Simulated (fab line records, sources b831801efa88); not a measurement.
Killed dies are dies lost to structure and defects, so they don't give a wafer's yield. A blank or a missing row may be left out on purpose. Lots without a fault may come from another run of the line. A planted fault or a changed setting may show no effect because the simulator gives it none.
Which tool did it? | flow sky130 | 14 lots, 42 wafers sampled, at 3 steps of a route of 708

WHAT THE GAUGES READ, wafer by wafer
SKY_LOCAL_INTERCONNECT_CD_MEAS_11: target cd 170 nm.
lot  | measured     | on        | cd_nm (nm)
L578 | day 30 16:47 | cd_sem-02 | 172.4 171.5 170.3
L580 | day 31 02:05 | cd_sem-02 | 169.9 169.1 169.4
L581 | day 32 07:15 | cd_sem-02 | 171.4 170.7 169.9
L583 | day 33 00:44 | cd_sem-02 | 167.1 168.0 168.3
L582 | day 33 04:35 | cd_sem-01 | 168.1 168.2 167.8
L587 | day 33 22:13 | cd_sem-02 | 171.7 171.1 170.1
L588 | day 34 05:07 | cd_sem-02 | 170.3 168.5 168.3
L589 | day 34 16:55 | cd_sem-01 | 165.5 167.6 168.3
L592 | day 35 10:02 | cd_sem-02 | 171.0 171.1 171.0
L594 | day 36 03:43 | cd_sem-02 | 168.7 169.8 169.2
L595 | day 36 09:52 | cd_sem-02 | 170.0 168.8 167.8
L598 | day 37 02:14 | cd_sem-01 | 168.0 170.0 170.0
L599 | day 37 10:30 | cd_sem-02 | 168.2 167.4 167.8
L600 | day 37 13:52 | cd_sem-01 | 171.0 170.8 170.5

SKY_CONTACT_BOW_MEAS_05.
lot  | measured     | on            | CONTACT_BOW (um)
L578 | day 30 18:13 | film_metro-04 | 82 84 78
L580 | day 31 03:32 | film_metro-01 | 89 80 72
L581 | day 32 08:46 | film_metro-04 | 81 92 81
L583 | day 33 02:10 | film_metro-03 | 83 77 78
L582 | day 33 06:01 | film_metro-01 | 76 87 90
L587 | day 33 23:37 | film_metro-04 | 86 75 92
L588 | day 34 06:31 | film_metro-04 | 80 70 77
L589 | day 34 18:20 | film_metro-03 | 85 91 93
L592 | day 35 11:26 | film_metro-04 | 86 83 74
L594 | day 36 05:07 | film_metro-03 | 76 91 84
L595 | day 36 11:15 | film_metro-01 | 79 87 79
L598 | day 37 03:38 | film_metro-04 | 82 85 82
L599 | day 37 11:53 | film_metro-04 | 85 90 87
L600 | day 37 15:15 | film_metro-01 | 78 83 80

WHICH TOOL RAN EACH LOT (tool, then ch and the chambers of the sampled wafers, then the start)
lot  | SKY_LOCAL_INTERCONNECT_METAL_ETCH_14
L578 | rie_metal-04 ch 1, day 30 16:59
L580 | rie_metal-02 ch 0,1, day 31 02:19
L581 | rie_metal-04 ch 0,1, day 32 07:25
L583 | rie_metal-02 ch 0,1, day 33 00:58
L582 | rie_metal-03 ch 0,1, day 33 04:49
L587 | rie_metal-04 ch 0,1, day 33 22:25
L588 | rie_metal-02 ch 0,1, day 34 05:20
L589 | rie_metal-03 ch 0,1, day 34 17:08
L592 | rie_metal-03 ch 0,1, day 35 10:15
L594 | rie_metal-04 ch 0,1, day 36 03:55
L595 | rie_metal-04 ch 0,1, day 36 10:04
L598 | rie_metal-03 ch 0,1, day 37 02:28
L599 | rie_metal-03 ch 0,1, day 37 10:41
L600 | rie_metal-04 ch 0,1, day 37 14:04
- SKY_LOCAL_INTERCONNECT_METAL_ETCH_14: etches TiN in Cl2/BCl3, stops on PSG, target depth 110 nm, time 31.4 s.

WHAT THE TOOLS THEMSELVES READ (means of the sampled wafers that have a number; where no wafer has one, the mark that the record gives instead)
SKY_LOCAL_INTERCONNECT_METAL_ETCH_14.
lot  | tool         | drypump_motor_current_A (A) | oes_product_au (a.u.) | throttle_valve_pct (%)
L578 | rie_metal-04 | 6.5                         | 0.945                 | 21.896
L580 | rie_metal-02 | 5.8                         | 0.944                 | 21.901
L581 | rie_metal-04 | 5.9                         | 0.941                 | 21.900
L583 | rie_metal-02 | 5.6                         | 0.949                 | 21.891
L582 | rie_metal-03 | 5.6                         | 0.938                 | 21.900
L587 | rie_metal-04 | 6.2                         | 0.937                 | 21.904
L588 | rie_metal-02 | 5.9                         | 0.949                 | 21.905
L589 | rie_metal-03 | 5.6                         | 0.938                 | 21.904
L592 | rie_metal-03 | 5.6                         | 0.945                 | 21.897
L594 | rie_metal-04 | 6.0                         | 0.941                 | 21.906
L595 | rie_metal-04 | 6.2                         | 0.943                 | 21.896
L598 | rie_metal-03 | 5.3                         | 0.937                 | 21.903
L599 | rie_metal-03 | 5.6                         | 0.939                 | 21.897
L600 | rie_metal-04 | 5.9                         | 0.942                 | 21.898

THE ANSWER, worked out from the rows above alone
Rule: what is usual is taken from the lots themselves. Put in order of their means at a reading, lots are off if they are a third of the lots or fewer, leave a main group of 4 or more, and stand apart from it by a gap of 3 or more times the standard deviation of the main group's means; of several such gaps the widest counts. A main group whose means are all the same, to the digits that the tables above print for the reading, isn't used. A lot without any number at a reading at which 4 lots or more have one is off too. The other lots that the step has rows for count as sound. The gauges are gone through in route order, then the tools' own readings, and for those a lot's mean is taken as printed above. The first step at which some lot is off is used, and at that step the reading that is off furthest; a lot without a number counts as furthest.
No lot is off at any reading shown: from this, nothing can be told.

WHAT THE SIMULATOR HAD PUT IN
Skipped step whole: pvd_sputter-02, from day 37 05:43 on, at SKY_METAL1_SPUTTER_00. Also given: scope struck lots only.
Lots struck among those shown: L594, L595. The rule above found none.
